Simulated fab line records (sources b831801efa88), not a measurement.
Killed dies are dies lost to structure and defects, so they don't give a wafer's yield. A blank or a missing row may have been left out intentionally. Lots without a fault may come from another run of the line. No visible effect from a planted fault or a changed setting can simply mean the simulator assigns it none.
Split-lot study | flow sfq-line | 5 lots, 23 wafers read, on a route of 325 steps

== SPLIT DETAILS ==
At SFQ_TRILAYER_I6_DEP_PECVD_165 (deposits SiO2 from SiH4/N2O, time 111.11 s, target thk 500 nm), the setting time-s was moved away from the recipe's 111.11 s on 7 of the 23 wafers read, by +4.0% to +12.1%. This setting was run at the recipe's value on the other wafers.

The reading is taken at the split's own step.

== THE READING ==
SiO2_of_TRILAYER_I6_DEP_PECVD_165.thk-nm (the simulator's own value, which no gauge read), in nm, at SFQ_TRILAYER_I6_DEP_PECVD_165 (deposits SiO2 from SiH4/N2O, time 111.11 s, target thk 500 nm). There is no usual value for it anywhere in the file. The 16 wafers here that ran the recipe average 498.4 nm, standard deviation 6.6 nm.

wafer  | tool, chamber at the split | time-s as run, s | against the recipe | SiO2_of_TRILAYER_I6_DEP_PECVD_165.thk-nm, nm | against lot-mates on the recipe
L075.3 | pecvd-02, 1                | 111.11           | recipe             | 493.7                                        | -
L075.4 | pecvd-02, 1                | 111.11           | recipe             | 499.6                                        | -
L075.5 | pecvd-02, 2                | 111.11           | recipe             | 501.1                                        | -
L079.1 | pecvd-04, 2                | 123.4            | +11.1%             | 558.2                                        | +54.4
L079.2 | pecvd-04, 0                | 111.11           | recipe             | 497.2                                        | -
L079.4 | pecvd-04, 1                | 111.11           | recipe             | 505.2                                        | -
L079.5 | pecvd-04, 2                | 111.11           | recipe             | 509                                          | -
L079.6 | pecvd-04, 0                | 123.4            | +11.1%             | 566.8                                        | +63.0
L080.1 | pecvd-01, 2                | 111.11           | recipe             | 485.4                                        | -
L080.2 | pecvd-01, 0                | 124.5            | +12.1%             | 549.6                                        | +56.7
L080.3 | pecvd-01, 0                | 111.11           | recipe             | 500.4                                        | -
L080.4 | pecvd-01, 2                | 124.5            | +12.1%             | 560                                          | +67.1
L080.5 | pecvd-01, 0                | 124.5            | +12.1%             | 561.8                                        | +68.9
L081.1 | pecvd-02, 1                | 111.11           | recipe             | 489.1                                        | -
L081.2 | pecvd-02, 0                | 111.11           | recipe             | 491.8                                        | -
L081.3 | pecvd-02, 2                | 111.11           | recipe             | 490.9                                        | -
L081.5 | pecvd-02, 1                | 111.11           | recipe             | 501.1                                        | -
L081.6 | pecvd-02, 2                | 111.11           | recipe             | 496.7                                        | -
L083.2 | pecvd-04, 1                | 111.11           | recipe             | 505                                          | -
L083.3 | pecvd-04, 0                | 111.11           | recipe             | 501.2                                        | -
L083.4 | pecvd-04, 0                | 115.6            | +4.0%              | 526.3                                        | +21.8
L083.5 | pecvd-04, 1                | 111.11           | recipe             | 507.3                                        | -
L083.6 | pecvd-04, 2                | 115.6            | +4.0%              | 528.6                                        | +24.1

THE FIT
A straight line over all 23 wafers: SiO2_of_TRILAYER_I6_DEP_PECVD_165.thk-nm changes by +5.23 nm for each +1% of time-s; r = +0.96; the points scatter about the line by 7.1 nm.
The same after taking each lot's own level away (the mean of its wafers on the recipe; 23 wafers): +5.33 nm for each +1%; r = +0.98; scatter 4.7 nm.
On that fit, the largest move of time-s shifts the reading by 64 nm.
The lots' own levels span 492.90 to 504.50 nm, that is 1.8 times the standard deviation above.
So the lot-to-lot level changes the slope little: the two slopes agree.
Check: +66.3 nm against its lot-mates is what the line predicts for one of the wafers moved furthest among these (+12.1%) when that wafer is left out of the fit. Against them it came out at +56.7 nm.

== THE WHOLE CHAIN: every reading that the file lists as answering this split, in the file's order ==
step                          | what it does                                                  | reading                                                                                   | change (the file's fit)              | r (the file's)
SFQ_TRILAYER_I6_DEP_PECVD_165 | deposits SiO2 from SiH4/N2O, time 111.11 s, target thk 500 nm | SiO2_of_TRILAYER_I6_DEP_PECVD_165.thk-nm (the simulator's own value, which no gauge read) | +5.34 nm for each +1% of the setting | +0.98
SFQ_TRILAYER_I6_CMP_CMP_166   | polishes SiO2                                                 | time-to-endpoint-s                                                                        | withheld for each +1% of the setting | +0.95

== FILE'S OWN FIT ==
SiO2_of_TRILAYER_I6_DEP_PECVD_165.thk-nm changes by +5.34 nm for each +1% of time-s, r = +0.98.
